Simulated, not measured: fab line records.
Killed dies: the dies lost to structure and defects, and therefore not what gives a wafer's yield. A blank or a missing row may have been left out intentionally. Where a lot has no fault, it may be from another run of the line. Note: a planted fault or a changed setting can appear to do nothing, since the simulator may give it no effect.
The tool behind it: which one?    flow sky130    15 lots with 45 wafers sampled at 5 steps, on a route of 708 steps

WHAT THE GAUGES READ, wafer by wafer
SKY_LDD_P_TW_MEAS_11. Usual: LDD_P_TW typically reads 639, with standard deviation 4.3.
lot   measured      on             LDD_P_TW     flag
L200  day 19 00:18  film metro-03  642 645 640  
L202  day 19 13:05  film metro-03  643 644 644  
L203  day 19 23:04  film metro-01  639 638 637  
L205  day 21 09:49  film metro-03  645 644 644  
L206  day 21 10:07  film metro-02  634 633 634  
L208  day 22 16:58  film metro-01  631 631 635  
L210  day 23 10:07  film metro-03  638 639 634  
L211  day 23 08:01  film metro-02  635 629 631  
L212  day 23 18:28  film metro-03  642 641 637  
L215  day 25 06:31  film metro-01  30 30 30     OFF
L214  day 25 04:34  film metro-03  30 30 30     OFF
L216  day 25 08:08  film metro-03  30 30 30     OFF
L218  day 25 17:10  film metro-02  634 637 630  
L220  day 26 02:14  film metro-01  639 637 639  
L223  day 27 06:29  film metro-03  645 643 643  

SKY_SD_P_OVL_MEAS_08. Usual: SD_P_OVL typically reads -0.9 nm, with standard deviation 1.2.
lot   measured      on          SD_P_OVL (nm)   flag
L200  day 25 10:26  overlay-02  -1.8 -1.7 -0.2  
L202  day 25 20:34  overlay-02  -1.3 -0.7 -0.7  
L203  day 26 07:14  overlay-01  -1.3 -0.3 -0.9  
L205  day 27 16:25  overlay-01  2.1 1.5 1.2     
L206  day 27 16:43  overlay-01  0.3 0.7 0.2     
L208  day 28 23:52  overlay-02  1.0 0.1 -0.8    
L210  day 29 12:50  overlay-02  -1.2 -1.8 -0.5  
L211  day 29 10:07  overlay-02  0.6 1.0 -1.0    
L212  day 29 19:47  overlay-02  -1.4 -0.7 -0.1  
L218  day 31 15:50  overlay-02  -3.1 -4.1 -4.5  
L220  day 32 01:41  overlay-02  -1.2 -0.1 -2.4  
L223  day 33 04:32  overlay-01  0.2 -1.5 -1.6   

TOOL THAT RAN EACH LOT (tool first, then ch and the chambers of the sampled wafers, then the start)
lot   SKY_VT_ADJUST_NCORE_STRIP_10          SKY_GATE_OXIDE_STRIP_13               SKY_LDD_P_IMPLANT_09
L200  plasma asher-03 ch 0,1, day 8 10:01   plasma asher-03 ch 0,1, day 13 12:58  implanter-02 ch 0, day 18 21:17
L202  plasma asher-01 ch 0,1, day 9 03:59   plasma asher-04 ch 0,1, day 14 09:43  implanter-03 ch 0, day 19 12:50
L203  plasma asher-03 ch 0,1, day 9 07:22   plasma asher-04 ch 0,1, day 14 14:26  implanter-03 ch 0, day 19 22:50
L205  plasma asher-03 ch 0,1, day 9 21:05   plasma asher-04 ch 0,1, day 15 09:12  implanter-04 ch 0, day 21 09:34
L206  plasma asher-01 ch 0,1, day 10 06:32  plasma asher-03 ch 1, day 15 19:50    implanter-03 ch 0, day 21 09:53
L208  plasma asher-03 ch 0,1, day 11 09:02  plasma asher-04 ch 0,1, day 17 08:53  implanter-04 ch 0, day 22 16:44
L210  plasma asher-03 ch 0,1, day 11 19:10  plasma asher-01 ch 0,1, day 17 21:29  implanter-03 ch 0, day 23 09:53
L211  plasma asher-03 ch 0,1, day 11 20:20  plasma asher-03 ch 0,1, day 17 21:02  implanter-02 ch 0, day 23 07:46
L212  plasma asher-01 ch 0,1, day 12 06:38  plasma asher-04 ch 0,1, day 18 07:22  implanter-04 ch 0, day 23 18:14
L215  plasma asher-03 ch 0,1, day 13 00:44  plasma asher-01 ch 0,1, day 19 22:02  implanter-03, day 25 06:17
L214  plasma asher-04 ch 0,1, day 13 02:05  plasma asher-01 ch 0,1, day 19 20:50  implanter-02, day 25 04:20
L216  plasma asher-01 ch 1, day 13 05:29    plasma asher-03 ch 0,1, day 19 21:54  implanter-04, day 25 07:53
L218  plasma asher-04 ch 0,1, day 13 22:34  plasma asher-03 ch 0,1, day 20 08:27  implanter-02 ch 0, day 25 16:55
L220  plasma asher-03 ch 0,1, day 14 09:26  plasma asher-01 ch 0,1, day 20 17:38  implanter-04 ch 0, day 26 01:59
L223  plasma asher-04 ch 0,1, day 15 14:39  plasma asher-01 ch 0,1, day 22 00:00  implanter-04 ch 0, day 27 06:16
- SKY_VT_ADJUST_NCORE_STRIP_10: strips in O2/N2.
- SKY_GATE_OXIDE_STRIP_13: strips in O2/N2.
- SKY_LDD_P_IMPLANT_09

WHAT THE TOOLS THEMSELVES READ (means of the sampled wafers that have a number; where no wafer has one, the mark that the record gives instead)
SKY_VT_ADJUST_NCORE_STRIP_10. Usual: chamber pressure mTorr 1499.9 mTorr, standard deviation 1.4; drypump motor current A 5.7 A, standard deviation 0.36; oes product au 0.715 a.u., standard deviation 0.0047; strip time to endpoint s 14.17 s, standard deviation 0.034.
lot   tool             chamber pressure mTorr (mTorr)  drypump motor current A (A)  oes product au (a.u.)  strip time to endpoint s (s)  flag
L200  plasma asher-03  1499.8                          5.9                          0.714                  14.13                         
L202  plasma asher-01  1498.7                          5.6                          0.715                  14.21                         
L203  plasma asher-03  1499.7                          5.9                          0.719                  14.17                         
L205  plasma asher-03  1499.7                          5.9                          0.717                  14.16                         
L206  plasma asher-01  1500.1                          5.7                          0.714                  14.14                         
L208  plasma asher-03  1500.9                          5.8                          0.711                  14.15                         
L210  plasma asher-03  1499.6                          5.9                          0.712                  14.20                         
L211  plasma asher-03  1501.6                          5.9                          0.716                  14.18                         
L212  plasma asher-01  1500.5                          5.7                          0.716                  14.12                         
L215  plasma asher-03  1498.5                          5.9                          0.716                  14.15                         
L214  plasma asher-04  1499.9                          5.6                          0.713                  14.18                         
L216  plasma asher-01  1499.9                          5.8                          0.717                  14.14                         
L218  plasma asher-04  1499.8                          5.3                          0.717                  14.16                         
L220  plasma asher-03  1500.2                          5.9                          0.712                  14.20                         
L223  plasma asher-04  1500.5                          5.3                          0.714                  14.17                         

SKY_GATE_OXIDE_STRIP_13. Usual: chamber pressure mTorr 1500.1 mTorr, standard deviation 1.3; drypump motor current A 5.6 A, standard deviation 0.37; oes product au 0.716 a.u., standard deviation 0.005; strip time to endpoint s 14.17 s, standard deviation 0.041.
lot   tool             chamber pressure mTorr (mTorr)  drypump motor current A (A)  oes product au (a.u.)  strip time to endpoint s (s)  flag
L200  plasma asher-03  1500.7                          5.8                          0.715                  14.13                         
L202  plasma asher-04  1498.9                          5.3                          0.719                  14.15                         
L203  plasma asher-04  1500.2                          5.6                          0.715                  14.18                         
L205  plasma asher-04  1500.2                          5.6                          0.714                  14.19                         
L206  plasma asher-03  1501.3                          6.0                          0.719                  14.20                         
L208  plasma asher-04  1499.4                          5.6                          0.715                  14.15                         
L210  plasma asher-01  1500.1                          5.5                          0.718                  14.09                         
L211  plasma asher-03  1501.1                          5.9                          0.716                  14.16                         
L212  plasma asher-04  1499.6                          5.6                          0.714                  14.17                         
L215  plasma asher-01  1500.1                          5.6                          0.720                  14.19                         
L214  plasma asher-01  1500.5                          5.7                          0.720                  14.16                         
L216  plasma asher-03  1500.2                          5.9                          0.713                  14.15                         
L218  plasma asher-03  1500.6                          5.9                          0.714                  14.23                         
L220  plasma asher-01  1499.0                          5.6                          0.711                  14.22                         
L223  plasma asher-01  1500.3                          5.6                          0.711                  14.14                         

SKY_LDD_P_IMPLANT_09. Usual: beam energy keV 25.001, standard deviation 0.0069; beam on s 10.00 s, standard deviation 0.2.
lot   tool          beam energy keV  beam on s (s)  flag
L200  implanter-02  24.994           10.23          
L202  implanter-03  24.999           9.94           
L203  implanter-03  25.004           9.86           
L205  implanter-04  24.997           9.95           
L206  implanter-03  25.000           10.10          
L208  implanter-04  25.001           9.90           
L210  implanter-03  25.010           10.01          
L211  implanter-02  25.006           9.89           
L212  implanter-04  25.004           9.97           
L215  implanter-03  -                -              OFF
L214  implanter-02  -                -              OFF
L216  implanter-04  -                -              OFF
L218  implanter-02  24.989           9.83           
L220  implanter-04  25.002           9.89           
L223  implanter-04  25.003           9.95           

THE ANSWER, worked out from the rows above alone
Rule: a lot counts as off when the mean over its wafers that have a number is more than 3 standard deviations away from the usual mean. Also off: a lot with no number at a reading for which 4 or more lots have one. Any other lot the step has rows for is counted as sound. Order of review: gauges by route order, followed by the tools' own readings, for which a lot's mean as printed above is used. At the first step where some lot is off, the reading lying furthest off is the one used; lots without a number count as furthest.
Off: L215, L214, L216, at SKY_LDD_P_TW_MEAS_11 (LDD_P_TW).
If a tool, at a process step before that reading, ran all the lots that are off and no sound lot after the first of them, it fits. The gauges at SKY_LDD_P_TW_MEAS_11 aren't tried: what is off there is off at SKY_LDD_P_IMPLANT_09 too, on other tools, and a gauge's error can't cause that. Of those tried, none fits.

WHAT THE SIMULATOR HAD PUT IN
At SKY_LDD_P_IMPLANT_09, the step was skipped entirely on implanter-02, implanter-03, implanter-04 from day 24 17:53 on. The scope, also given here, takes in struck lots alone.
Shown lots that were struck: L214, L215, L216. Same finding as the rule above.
